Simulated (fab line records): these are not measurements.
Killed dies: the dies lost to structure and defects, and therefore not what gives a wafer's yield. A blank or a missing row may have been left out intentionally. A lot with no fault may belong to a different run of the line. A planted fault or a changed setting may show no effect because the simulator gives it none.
A struck lot beside a sound one    flow gf180mcu    22 out of 602 route steps
Sound: wafers L866.1, L866.2, L866.4. Struck: wafer L884.6; the same lot's L884.5 was not struck, so it is left out; see the end for the cause.
For every step that has rows: the tool of each side, followed by ch and its chambers, followed by its first start. Under that, the readings that differ: sound wafers    struck wafers    difference of the means    sigmas: that difference in standard deviations of wafers without a fault.
alike: same words and numbers on both sides, and readings whose means sit less than 2 such deviations apart. not compared: any withheld reading, any reading some wafer has no value for, any bound like >300 that may hide the same value, and any number with overlapping values for which the record gives no deviation.
Wherever a step has rows on one side only, a row that says differs or no value, or a row with sigmas, the two part there. Numbers that have no deviation but don't overlap get no sigmas and don't part them. Lack of a reading on every wafer of one side parts them only where that side has two or more wafers.

GF_V5_RS_MEAS_24: a four-point-probe measurement.
  sound: filmMetro-04 at day 27 09:34; struck: filmMetro-04 at day 32 16:20
  alike: V5_W_RS
GF_V5_THK_MEAS_25: measures by xrf.
  sound: filmMetro-04 at day 27 09:41; struck: filmMetro-04 at day 32 16:25
  alike: V5_W_THK
GF_V5_CMP_26: polishes, stops on SiO2, t overpolish 15 s, target thk 0 nm.
  sound on cmp-02 ch 0,1,2, day 27 09:45; struck on cmp-01 ch 1, day 32 16:38
  alike: motorCurrentA, overpolishRunS, retainingRingPressureFrac, timeToEndpointS
GF_TOP_METAL_SPUTTER_00: material Ti, target thk 37.5 nm, time 150 s.
  sound: pvdSputter-03 at day 27 10:03; struck: pvdSputter-02 at day 32 16:47
reading               sound           struck  difference  sigmas
throttleValvePct (%)  30.3 31.1 30.7  27.9    -2.8        -2
  alike: chamberPressurePa, substrateTempC
then, 1 step without rows for these wafers: GF_TOP_METAL_SPUTTER_01 (material TiN, target thk 30 nm, time 25 s).
GF_TOP_METAL_SPUTTER_02: material AlCu, target thk 900 nm, time 47.82 s.
  sound: pvdSputter-03 at day 27 10:11; struck: pvdSputter-02 at day 32 16:53
reading               sound           struck  difference  sigmas
throttleValvePct (%)  30.4 30.9 30.7  27.9    -2.8        -2
  alike: chamberPressurePa, substrateTempC
GF_TOP_METAL_SPUTTER_03: material Ti, target thk 5 nm, time 3.3 s.
  sound: pvdSputter-03 at day 27 10:13; struck: pvdSputter-02 at day 32 16:55
reading               sound           struck  difference  sigmas
throttleValvePct (%)  30.5 31.0 30.7  27.8    -2.9        -2
  alike: chamberPressurePa, substrateTempC
GF_TOP_METAL_SPUTTER_04: material TiN, target thk 25 nm, time 20.8 s.
  sound: pvdSputter-03 at day 27 10:14; struck: pvdSputter-02 at day 32 16:57
reading               sound           struck  difference  sigmas
throttleValvePct (%)  30.3 31.0 30.6  28.1    -2.5        -2
  alike: chamberPressurePa
GF_TOP_METAL_RS_MEAS_05: a four-point-probe measurement.
  sound: filmMetro-01 at day 27 10:16; struck: filmMetro-01 at day 32 17:02
  alike: TOP_METAL_ALCU_RS
GF_TOP_METAL_THK_MEAS_06: measures by xrf.
  sound: filmMetro-01 at day 27 10:23; struck: filmMetro-01 at day 32 17:07
  alike: TOP_METAL_ALCU_THK
then, 2 steps without rows for these wafers: GF_TOP_METAL_DEHYDRATE_07 (time 60 s); GF_TOP_METAL_HMDS_08 (prime time 60 s).
GF_TOP_METAL_COAT_09: resist thk 1500 nm.
  sound on lithoTrack-02 ch 0, day 27 20:12; struck on lithoTrack-04 ch 0, day 33 00:46
reading                                        sound           struck  difference  sigmas
model.NOVOLAK_of_TOP_METAL_COAT_09.thkNm (nm)  1500 1501 1503  1449    -52         
then, 4 steps without rows for these wafers: GF_TOP_METAL_SOFTBAKE_10 (time 60 s); GF_TOP_METAL_EXPOSE_11 (exposes mask MetalTop, target cd 440 nm); GF_TOP_METAL_PEB_12; GF_TOP_METAL_DEVELOP_13 (develop time 60 s).
GF_TOP_METAL_CD_MEAS_14: target cd 440 nm.
  sound: cdSem-01 at day 28 05:45; struck: cdSem-02 at day 33 09:05
  alike: cdNm
GF_TOP_METAL_OVL_MEAS_15:
  sound: overlay-02 at day 28 05:52; struck: overlay-01 at day 33 09:08
reading             sound         struck  difference  sigmas
TOP_METAL_OVL (nm)  1.5 1.0 -0.3  -2.5    -3.2        -2
GF_TOP_METAL_METAL_ETCH_16: etches the open film in Cl2/BCl3, stops on SiO2, target depth 1197 nm, time 199.5 s.
  sound on rieMetal-04 ch 0, day 28 05:55; struck on rieMetal-01 ch 0, day 33 09:17
reading                                        sound           struck  difference  sigmas
model.NOVOLAK_of_TOP_METAL_COAT_09.thkNm (nm)  1009 1007 1008  944     -64         
  alike: drypumpMotorCurrentA, oesProductAu, throttleValvePct
  not compared: rfHoursCounterH
GF_TOP_METAL_STRIP_17: strips in O2/N2.
  sound on plasmaAsher-04 ch 0,1, day 28 06:17; struck on plasmaAsher-04 ch 1, day 33 09:25
reading                   sound              struck  difference  sigmas
stripTimeToEndpointS (s)  12.85 12.82 12.82  12.08   -0.75       -8
  alike: drypumpMotorCurrentA, heaterPowerW, oesProductAu
  not compared: rfHoursCounterH
then, 1 step without rows for these wafers: GF_TOP_METAL_STRIP_18 (strips in post etch residue remover, time 1200 s).

== WHERE THEY PART ==
Last at GF_TOP_METAL_STRIP_17 as far as this record goes, first at GF_TOP_METAL_SPUTTER_00.

WHY: whatever the simulator had introduced
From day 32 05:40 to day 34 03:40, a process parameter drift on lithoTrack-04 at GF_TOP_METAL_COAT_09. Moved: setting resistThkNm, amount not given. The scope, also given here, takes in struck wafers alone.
